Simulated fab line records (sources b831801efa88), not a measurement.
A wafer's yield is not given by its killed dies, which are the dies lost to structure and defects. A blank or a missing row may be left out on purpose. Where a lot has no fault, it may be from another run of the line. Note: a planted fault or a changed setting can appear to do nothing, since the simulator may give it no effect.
Comparing a struck lot with a sound one ; flow sky130 ; 28 steps out of a route of 708
Sound: wafers L911.2, L911.3, L911.4. Struck: wafers L909.2, L909.3, L909.4. Last of all comes the cause.
Order at every step that has rows: each side's tool, ch and its chambers, its first start. Under that, the readings that differ: sound wafers ; struck wafers ; difference of the means ; sigmas: that difference in standard deviations of wafers without a fault.
alike: a reading whose means differ by less than 2 such deviations, as well as words and numbers matching on both sides. not compared: withheld readings; readings where some wafer has no value; bounds like >300 that might hide an equal value; numbers whose values overlap and for which the record gives no deviation.
Wherever a step has rows on one side only, a row that says differs or no value, or a row with sigmas, the two part there. Numbers that don't overlap but have no deviation are shown without sigmas and don't part them. Lack of a reading on every wafer of one side parts them only where that side has two or more wafers.

SKY_SD_N_OVL_MEAS_08:
  struck on overlay-01, day 29 19:19; sound on overlay-01, day 30 16:28
reading;sound;struck;difference;sigmas
SD_N_OVL (nm);2.9 2.9 2.8;-1.3 -0.2 -1.7;-3.9;-3
then, 2 steps without rows for these wafers: SKY_SD_N_IMPLANT_09; SKY_SD_N_IMPLANT_10.
SKY_SD_N_STRIP_11: strips in O2/N2.
  sound on plasma-asher-04 ch 0,1, day 30 16:48; struck on plasma-asher-04 ch 0,1, day 29 19:38
  alike: drypump-motor-current-A, oes-product-au, strip-time-to-endpoint-s
  not compared: rf-hours-counter-h
SKY_SD_N_TW_MEAS_12:
  struck on film-metro-04, day 29 19:45; sound on film-metro-02, day 30 16:55
  alike: SD_N_TW
then, 1 step without rows for these wafers: SKY_SD_N_CLEAN_13 (cleans in SC1/SC2, time 150 s).
SKY_SD_N_RTA_14: time 2 s.
  sound on rtp-anneal-02 ch 0, day 30 17:01; struck on rtp-anneal-02 ch 0, day 29 19:52
  alike: lamp-power-pct, wafer_temp_C_max
SKY_SD_N_RS_MEAS_16: measures by four-point-probe.
  struck on film-metro-02, day 29 20:03; sound on film-metro-04, day 30 17:12
  alike: SD_N_RS
SKY_SD_N_RS_MEAS_17: measures by four-point-probe.
  struck on film-metro-02, day 29 20:10; sound on film-metro-04, day 30 17:19
  alike: SD_P_RS
SKY_SD_N_RS_MEAS_18: measures by four-point-probe.
  struck on film-metro-02, day 29 20:17; sound on film-metro-04, day 30 17:26
reading;sound;struck;difference;sigmas
RES_XHIGH_RS (ohm/sq);336.7 337.7 336.9;339.9 340.1 340.4;+3.0;+3
then, 1 step without rows for these wafers: SKY_SALICIDE_CLEAN_00 (cleans in HF-last, time 30 s).
SKY_LI_CONTACT_HDPCVD_00: deposits PSG, target thk 930 nm, time 155 s.
  sound on hdpcvd-01 ch 0,2, day 30 17:34; struck on hdpcvd-01 ch 1,2, day 29 20:25
  no value came back on the struck wafers for pressure-mtorr (mTorr), run-length-s (s), time-s (s); on the sound wafers pressure-mtorr (mTorr) reads 6.011 6.007 6.004
SKY_LI_CONTACT_CMP_02: polishes PSG.
  sound on cmp-01 ch 0,2,3, day 30 17:43; struck on cmp-01 ch 0,2,3, day 29 20:34
reading;sound;struck;difference;sigmas
time-to-endpoint-s (s);29.9 31.9 36.9;- - -;no value on the struck wafers;
  alike: motor-current-A
SKY_LI_CONTACT_BOW_MEAS_03:
  struck on film-metro-01, day 29 20:53; sound on film-metro-01, day 30 18:02
reading;sound;struck;difference;sigmas
LI_CONTACT_BOW (um);50 39 46;27 25 34;-16;-2
then, 8 steps without rows for these wafers: SKY_LI_CONTACT_DEHYDRATE_04 (time 60 s); SKY_LI_CONTACT_HMDS_05 (prime time 60 s); SKY_LI_CONTACT_COAT_06 (resist thk 60 nm); SKY_LI_CONTACT_COAT_07 (resist thk 450 nm); SKY_LI_CONTACT_SOFTBAKE_08 (time 90 s); SKY_LI_CONTACT_EXPOSE_09 (exposes mask LICM1, target cd 170 nm); SKY_LI_CONTACT_PEB_10; SKY_LI_CONTACT_DEVELOP_11 (develop time 60 s).
SKY_LI_CONTACT_CD_MEAS_12 targets a cd of 170 nm.
  struck on cd-sem-02, day 31 00:37; sound on cd-sem-01, day 31 22:36
  alike: cd-nm
SKY_LI_CONTACT_OVL_MEAS_13:
  struck on overlay-02, day 31 00:43; sound on overlay-01, day 31 22:42
  alike: LI_CONTACT_OVL
SKY_LI_CONTACT_ETCH_14: etches BARC in N2/H2, stops on SiO2, time 45.9 s, target depth 60 nm.
  sound on rie-diel-01 ch 1,2,3, day 31 22:44; struck on rie-diel-03 ch 0,1,2, day 31 00:44
  alike: drypump-motor-current-A, oes-product-au, throttle-valve-pct
  not compared: rf-hours-counter-h
SKY_LI_CONTACT_ETCH_15: etches PSG in C4F8/O2/Ar, stops on Si, target depth 600 nm.
  sound on rie-diel-01 ch 1,2,3, day 31 22:46; struck on rie-diel-03 ch 0,1,2, day 31 00:47
reading;sound;struck;difference;sigmas
oes-product-au (a.u.);0.837 0.837 0.835;0.373 0.376 0.374;-0.462;-99 or more
model.etch.depth-nm (nm);597.4 596.8 597.3;0 0 0;-597;
model.LI_CONTACT.feature-depth-nm (nm);597.4 596.8 597.3;1e-09 1e-09 1e-09;-6e+02;
SKY_LI_CONTACT_STRIP_16: strips in O2/N2.
  sound on plasma-asher-02 ch 0,1, day 31 22:52; struck on plasma-asher-01 ch 0,1, day 31 00:52
  alike: drypump-motor-current-A, oes-product-au, strip-time-to-endpoint-s
  not compared: rf-hours-counter-h
-- here the record skips 16 days between the struck wafers' starts before and after, leaving off in module LI_CONTACT and picking up in module PAD_OPEN (first step shown: number 708 of the route) --
SKY_PAD_OPEN_PROBE_99:
  struck on prober-01, day 47 05:58; sound on prober-01, day 47 23:13
reading;sound;struck;difference;sigmas
killed_at_M0_to_M3;49 38 39;6 14 8;-33;-5
killed-at-contacts;24 26 20;485 476 482;+458;+90
killed-at-front-end;10 17 7;1 1 2;-10;-2
killed-dies;85 83 68;492 492 492;+413;+49
killed-on-rim;17 14 10;96 96 96;+82;+23
killed-open;53 45 37;11 10 15;-33;-5
killed-short;32 38 31;4 13 2;-27;-5
  alike: killed_at_M4_up, killed-at-other

## WHERE THEY PART
Earliest at SKY_SD_N_OVL_MEAS_08; latest, in this record, at SKY_PAD_OPEN_PROBE_99.

WHY: whatever the simulator had introduced
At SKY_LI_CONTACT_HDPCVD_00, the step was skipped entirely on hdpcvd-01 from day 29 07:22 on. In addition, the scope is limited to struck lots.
